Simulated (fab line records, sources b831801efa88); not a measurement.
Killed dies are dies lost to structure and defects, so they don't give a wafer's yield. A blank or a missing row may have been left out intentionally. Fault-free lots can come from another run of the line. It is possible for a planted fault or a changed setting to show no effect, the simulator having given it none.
Which tool did it?    flow gf180mcu    Sampling: 12 lots, 36 wafers, 2 of 602 route steps

== WHAT EACH GAUGE READ, for each wafer ==
GF_DUAL_GATE_OVL_MEAS_11.
lot   measured      on          DUAL_GATE_OVL (nm)
L075  day 8 15:59   overlay-01  3.6 3.4 4.8
L077  day 9 04:53   overlay-01  -0.2 0.1 -0.9
L079  day 9 21:32   overlay-01  0.5 3.0 2.3
L081  day 10 09:23  overlay-01  3.8 2.1 2.5
L083  day 10 23:39  overlay-01  2.0 1.7 1.0
L085  day 11 13:56  overlay-01  -0.1 0.5 -1.2
L087  day 12 01:08  overlay-02  1.3 1.4 1.6
L089  day 12 16:08  overlay-01  0.7 2.0 1.5
L091  day 13 04:05  overlay-01  -0.5 0.7 0.0
L093  day 13 20:23  overlay-01  1.6 1.3 1.7
L095  day 14 11:17  overlay-02  -0.7 0.7 0.8
L097  day 15 05:58  overlay-01  3.3 3.9 3.1

== TOOL THAT RAN EACH LOT (tool first, then ch and the chambers of the sampled wafers, then the start) ==
lot   GF_DNWELL_STRIP_08
L075  plasmaAsher-04 ch 0,1, day 2 23:47
L077  plasmaAsher-02 ch 0,1, day 3 11:22
L079  plasmaAsher-03 ch 0,1, day 3 20:28
L081  plasmaAsher-03 ch 0,1, day 4 09:07
L083  plasmaAsher-02 ch 0,1, day 4 18:10
L085  plasmaAsher-03 ch 0,1, day 5 05:44
L087  plasmaAsher-04 ch 0,1, day 5 15:01
L089  plasmaAsher-04 ch 0,1, day 6 02:11
L091  plasmaAsher-03 ch 0,1, day 6 12:50
L093  plasmaAsher-04 ch 0,1, day 6 23:41
L095  plasmaAsher-03 ch 0,1, day 7 10:59
L097  plasmaAsher-02 ch 0,1, day 8 02:56
- GF_DNWELL_STRIP_08: strips in O2/N2.

== THE ANSWER, worked out from the rows above alone ==
Rule: what is usual is taken from the lots themselves. The widest of any qualifying gaps counts: lots, ordered by their means at a reading, are off when they make up no more than a third of the lots, leave a main group of 4 or more, and stand apart from it by 3 or more times the standard deviation of that group's means. A main group whose means are all the same, to the digits that the tables above print for the reading, isn't used. A lot without any number at a reading at which 4 lots or more have one is off too. Any other lot the step has rows for is counted as sound.
Nothing can be told from this: no lot is off at any reading shown.

== WHAT THE SIMULATOR HAD PUT IN ==
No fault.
